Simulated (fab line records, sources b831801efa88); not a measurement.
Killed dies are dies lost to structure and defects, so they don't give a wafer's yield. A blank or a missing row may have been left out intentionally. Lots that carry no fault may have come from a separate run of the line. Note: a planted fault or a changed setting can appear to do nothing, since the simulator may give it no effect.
Which tool is to blame? / flow gf180mcu / 33 wafers from 11 lots sampled at 6 of the route's 602 steps

## WHAT EACH GAUGE READ, for each wafer
GF_STI_THK_MEAS_30.
lot=L329; measured=day 2 05:55; on=film-metro-02; STI_OXIDATION_02_THK (nm)=10.15 10.12 10.19
lot=L331; measured=day 2 18:25; on=film-metro-02; STI_OXIDATION_02_THK (nm)=9.77 9.87 9.67
lot=L332; measured=day 2 22:29; on=film-metro-02; STI_OXIDATION_02_THK (nm)=10.00 9.83 9.66
lot=L333; measured=day 3 04:04; on=film-metro-04; STI_OXIDATION_02_THK (nm)=10.57 10.64 10.51
lot=L337; measured=day 4 06:47; on=film-metro-02; STI_OXIDATION_02_THK (nm)=9.87 9.91 10.09
lot=L342; measured=day 5 06:55; on=film-metro-03; STI_OXIDATION_02_THK (nm)=10.19 10.27 10.19
lot=L347; measured=day 6 02:58; on=film-metro-03; STI_OXIDATION_02_THK (nm)=10.25 10.16 10.13
lot=L348; measured=day 6 07:55; on=film-metro-02; STI_OXIDATION_02_THK (nm)=9.84 9.91 9.80
lot=L350; measured=day 6 19:52; on=film-metro-02; STI_OXIDATION_02_THK (nm)=10.29 10.37 10.25
lot=L351; measured=day 7 01:59; on=film-metro-03; STI_OXIDATION_02_THK (nm)=10.12 10.13 10.06
lot=L352; measured=day 7 06:05; on=film-metro-02; STI_OXIDATION_02_THK (nm)=9.38 9.43 9.51

GF_MVSD_OVL_MEAS_07.
lot=L329; measured=day 4 09:53; on=overlay-01; MVSD_OVL (nm)=-0.3 0.8 -1.8
lot=L331; measured=day 4 22:28; on=overlay-01; MVSD_OVL (nm)=1.6 1.7 2.3
lot=L332; measured=day 5 02:46; on=overlay-02; MVSD_OVL (nm)=2.1 -0.5 -0.8
lot=L333; measured=day 5 08:35; on=overlay-02; MVSD_OVL (nm)=-1.3 0.5 0.0
lot=L337; measured=day 6 15:34; on=overlay-02; MVSD_OVL (nm)=-0.3 -2.2 0.0
lot=L342; measured=day 7 20:55; on=overlay-02; MVSD_OVL (nm)=- - -
lot=L347; measured=day 8 18:32; on=overlay-01; MVSD_OVL (nm)=-1.8 -2.4 -0.4
lot=L348; measured=day 8 23:49; on=overlay-02; MVSD_OVL (nm)=-2.1 0.2 -0.9
lot=L350; measured=day 9 12:43; on=overlay-02; MVSD_OVL (nm)=-0.8 0.9 1.7
lot=L351; measured=day 9 20:07; on=overlay-01; MVSD_OVL (nm)=-1.7 -0.7 -0.3
lot=L352; measured=day 10 02:20; on=overlay-01; MVSD_OVL (nm)=-1.4 -2.7 -1.4

GF_MVSD_TW_MEAS_11.
lot=L329; measured=day 4 10:19; on=film-metro-04; MVSD_TW=1608 1599 1606
lot=L331; measured=day 4 22:55; on=film-metro-01; MVSD_TW=1579 1582 1582
lot=L332; measured=day 5 03:13; on=film-metro-03; MVSD_TW=1597 1595 1595
lot=L333; measured=day 5 09:01; on=film-metro-01; MVSD_TW=1567 1582 1583
lot=L337; measured=day 6 16:00; on=film-metro-04; MVSD_TW=1613 1613 1605
lot=L342; measured=day 7 21:21; on=film-metro-03; MVSD_TW=30 30 30
lot=L347; measured=day 8 18:59; on=film-metro-03; MVSD_TW=1582 1594 1593
lot=L348; measured=day 9 00:15; on=film-metro-03; MVSD_TW=1604 1597 1609
lot=L350; measured=day 9 13:12; on=film-metro-03; MVSD_TW=1598 1601 1597
lot=L351; measured=day 9 20:34; on=film-metro-01; MVSD_TW=1567 1566 1563
lot=L352; measured=day 10 02:46; on=film-metro-04; MVSD_TW=1606 1604 1603

GF_MVPSD_TW_MEAS_11.
lot=L329; measured=day 4 23:42; on=film-metro-04; MVPSD_TW=565 567 562
lot=L331; measured=day 5 13:26; on=film-metro-03; MVPSD_TW=562 559 559
lot=L332; measured=day 5 17:49; on=film-metro-03; MVPSD_TW=559 559 560
lot=L333; measured=day 5 23:58; on=film-metro-01; MVPSD_TW=553 551 554
lot=L337; measured=day 7 07:40; on=film-metro-03; MVPSD_TW=555 558 557
lot=L342; measured=day 8 13:45; on=film-metro-03; MVPSD_TW=1609 1611 1604
lot=L347; measured=day 9 12:19; on=film-metro-03; MVPSD_TW=558 557 561
lot=L348; measured=day 9 17:29; on=film-metro-03; MVPSD_TW=559 557 560
lot=L350; measured=day 10 06:58; on=film-metro-01; MVPSD_TW=552 554 552
lot=L351; measured=day 10 14:43; on=film-metro-01; MVPSD_TW=556 550 553
lot=L352; measured=day 10 21:14; on=film-metro-04; MVPSD_TW=560 563 559

GF_V2_THK_MEAS_01.
lot=L329; measured=day 19 00:34; on=film-metro-01; V2_CVD_00_THK (nm)=608 607 610
lot=L331; measured=day 20 00:13; on=film-metro-04; V2_CVD_00_THK (nm)=595 602 608
lot=L332; measured=day 20 12:38; on=film-metro-03; V2_CVD_00_THK (nm)=598 606 596
lot=L333; measured=day 20 18:08; on=film-metro-04; V2_CVD_00_THK (nm)=596 600 596
lot=L337; measured=day 22 16:37; on=film-metro-01; V2_CVD_00_THK (nm)=596 586 594
lot=L342; measured=day 24 14:56; on=film-metro-03; V2_CVD_00_THK (nm)=591 589 603
lot=L347; measured=day 25 17:46; on=film-metro-03; V2_CVD_00_THK (nm)=593 615 599
lot=L348; measured=day 26 00:26; on=film-metro-04; V2_CVD_00_THK (nm)=604 603 594
lot=L350; measured=day 26 16:00; on=film-metro-01; V2_CVD_00_THK (nm)=586 605 592
lot=L351; measured=day 26 23:49; on=film-metro-01; V2_CVD_00_THK (nm)=593 586 578
lot=L352; measured=day 27 04:23; on=film-metro-04; V2_CVD_00_THK (nm)=591 593 607

## EACH LOT AND THE TOOL THAT RAN IT (in order: tool; ch and the chambers of the sampled wafers; start)
lot=L329; GF_MVSD_EXPOSE_04=iline-stepper-01 ch 0, day 4 03:34
lot=L331; GF_MVSD_EXPOSE_04=iline-stepper-01 ch 0, day 4 16:01
lot=L332; GF_MVSD_EXPOSE_04=iline-stepper-02 ch 0, day 4 20:33
lot=L333; GF_MVSD_EXPOSE_04=iline-stepper-02 ch 0, day 5 01:17
lot=L337; GF_MVSD_EXPOSE_04=iline-stepper-02 ch 0, day 6 08:32
lot=L342; GF_MVSD_EXPOSE_04=iline-stepper-02 ch 0, day 7 12:56
lot=L347; GF_MVSD_EXPOSE_04=iline-stepper-02 ch 0, day 8 10:37
lot=L348; GF_MVSD_EXPOSE_04=iline-stepper-02 ch 0, day 8 15:43
lot=L350; GF_MVSD_EXPOSE_04=iline-stepper-01 ch 0, day 9 05:13
lot=L351; GF_MVSD_EXPOSE_04=iline-stepper-02 ch 0, day 9 11:52
lot=L352; GF_MVSD_EXPOSE_04=iline-stepper-01 ch 0, day 9 17:02
- GF_MVSD_EXPOSE_04: exposes mask MVSD, target cd 1000 nm.

## WHAT THE TOOLS THEMSELVES READ (means of the sampled wafers that have a number; where no wafer has one, the mark that the record gives instead)
GF_MVSD_EXPOSE_04.
lot=L329; tool=iline-stepper-01; stage-vel-mm-s (mm/s)=500.09
lot=L331; tool=iline-stepper-01; stage-vel-mm-s (mm/s)=500.26
lot=L332; tool=iline-stepper-02; stage-vel-mm-s (mm/s)=499.67
lot=L333; tool=iline-stepper-02; stage-vel-mm-s (mm/s)=500.16
lot=L337; tool=iline-stepper-02; stage-vel-mm-s (mm/s)=499.96
lot=L342; tool=iline-stepper-02; stage-vel-mm-s (mm/s)=500.08
lot=L347; tool=iline-stepper-02; stage-vel-mm-s (mm/s)=500.19
lot=L348; tool=iline-stepper-02; stage-vel-mm-s (mm/s)=499.69
lot=L350; tool=iline-stepper-01; stage-vel-mm-s (mm/s)=500.17
lot=L351; tool=iline-stepper-02; stage-vel-mm-s (mm/s)=500.21
lot=L352; tool=iline-stepper-01; stage-vel-mm-s (mm/s)=500.17

## THE ANSWER, worked out from the rows above alone
Rule: the lots themselves supply what counts as usual. The widest of any qualifying gaps counts: lots, ordered by their means at a reading, are off when they make up no more than a third of the lots, leave a main group of 4 or more, and stand apart from it by 3 or more times the standard deviation of that group's means. A main group whose means are all the same, to the digits that the tables above print for the reading, isn't used. Also off: a lot with no number at a reading for which 4 or more lots have one. The other lots that the step has rows for count as sound. Order of review: gauges by route order, followed by the tools' own readings, for which a lot's mean as printed above is used. At the first step where some lot is off, the reading lying furthest off is the one used; lots without a number count as furthest.
Off: L342, seen at GF_MVSD_OVL_MEAS_07 (MVSD_OVL). Without a number there: L342. Mean -0.4 nm and standard deviation 1 in the main group.
A tool fits if, at a process step before that reading, it ran every lot that is off, and no sound lot after the first of them. Not tried: the gauges at GF_MVSD_OVL_MEAS_07; whatever is off there is also off at GF_MVSD_TW_MEAS_11, on other tools, and gauge error can't account for it. Of those tried, none fits.

## WHAT THE SIMULATOR PUT IN
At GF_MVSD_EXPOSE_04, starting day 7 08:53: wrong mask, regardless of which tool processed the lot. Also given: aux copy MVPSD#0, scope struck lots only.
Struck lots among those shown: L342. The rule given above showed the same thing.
